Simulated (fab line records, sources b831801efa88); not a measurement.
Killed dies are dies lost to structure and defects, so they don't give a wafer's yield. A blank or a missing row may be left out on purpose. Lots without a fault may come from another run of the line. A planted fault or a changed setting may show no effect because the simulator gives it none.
Which tool did it? | flow sky130 | 11 lots, 33 wafers sampled, at 3 steps of a route of 708

WHAT THE GAUGES READ, wafer by wafer
SKY_SD_N_CD_MEAS_07: target cd 380 nm.
lot  | measured     | on        | cd_nm (nm)
L560 | day 28 03:41 | cd_sem-01 | 378.9 379.8 380.1
L562 | day 28 14:49 | cd_sem-02 | 380.5 380.9 380.0
L563 | day 28 20:34 | cd_sem-02 | 381.3 385.4 381.1
L564 | day 29 05:24 | cd_sem-01 | 380.2 378.7 378.0
L565 | day 29 13:13 | cd_sem-01 | 376.8 379.8 378.2
L566 | day 29 22:47 | cd_sem-01 | 381.0 381.2 381.6
L567 | day 30 20:12 | cd_sem-01 | 378.7 380.0 378.8
L575 | day 32 20:47 | cd_sem-02 | 348.1 345.0 346.1 348.3 345.2 346.1
L577 | day 33 15:53 | cd_sem-01 | 351.0 351.7 351.3 351.4 352.2 351.3
L579 | day 34 00:15 | cd_sem-01 | 381.4 378.6 381.6
L582 | day 35 00:35 | cd_sem-01 | 378.6 376.8 376.7

WHICH TOOL RAN EACH LOT (tool, then ch and the chambers of the sampled wafers, then the start)
lot  | SKY_POLY_GATE_STRIP_18               | SKY_SD_N_EXPOSE_04
L560 | plasma_asher-04 ch 0,1, day 16 13:31 | iline_stepper-02 ch 0, day 27 13:44
L562 | plasma_asher-04 ch 0,1, day 17 01:17 | iline_stepper-02 ch 0, day 28 01:25
L563 | plasma_asher-02 ch 0,1, day 17 04:23 | iline_stepper-02 ch 0, day 28 07:22
L564 | plasma_asher-04 ch 0,1, day 17 16:56 | iline_stepper-02 ch 0, day 28 15:48
L565 | plasma_asher-02 ch 0,1, day 18 01:47 | iline_stepper-02 ch 0, day 28 23:16
L566 | plasma_asher-02 ch 0,1, day 18 09:56 | iline_stepper-02 ch 0, day 29 09:24
L567 | plasma_asher-04 ch 0,1, day 19 09:47 | iline_stepper-01 ch 0, day 30 05:46
L575 | plasma_asher-02 ch 0,1, day 21 15:56 | iline_stepper-02 ch 0, day 32 08:00
L577 | plasma_asher-03 ch 0,1, day 22 13:13 | iline_stepper-02 ch 0, day 33 02:49
L579 | plasma_asher-04 ch 0,1, day 23 03:53 | iline_stepper-01 ch 0, day 33 11:15
L582 | plasma_asher-04 ch 0,1, day 24 06:10 | iline_stepper-01 ch 0, day 34 11:20
- SKY_POLY_GATE_STRIP_18: strips in O2/N2.
- SKY_SD_N_EXPOSE_04: exposes mask NSDM, target cd 380 nm.

THE ANSWER, worked out from the rows above alone
Rule: what is usual is taken from the lots themselves. Put in order of their means at a reading, lots are off if they are a third of the lots or fewer, leave a main group of 4 or more, and stand apart from it by a gap of 3 or more times the standard deviation of the main group's means; of several such gaps the widest counts. A main group whose means are all the same, to the digits that the tables above print for the reading, isn't used. A lot without any number at a reading at which 4 lots or more have one is off too. The other lots that the step has rows for count as sound.
Off: L575, L577, at SKY_SD_N_CD_MEAS_07 (cd_nm). The main group: mean 379.8 nm, standard deviation 1.5.
A tool fits if, at a process step before that reading, it ran every lot that is off, and no sound lot after the first of them. The gauges at SKY_SD_N_CD_MEAS_07 are tried like those tools. One fits: iline_stepper-02 at SKY_SD_N_EXPOSE_04. Its last sound lot is L566 (day 29 09:24), its first lot that is off L575 (day 32 08:00): a fault that began between those two fits.

WHAT THE SIMULATOR HAD PUT IN
Process parameter drift: iline_stepper-02, from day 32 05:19 on, at SKY_SD_N_EXPOSE_04. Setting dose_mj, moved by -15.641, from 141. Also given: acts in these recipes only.
Lots struck among those shown: L575, L577. The rule above found the same.
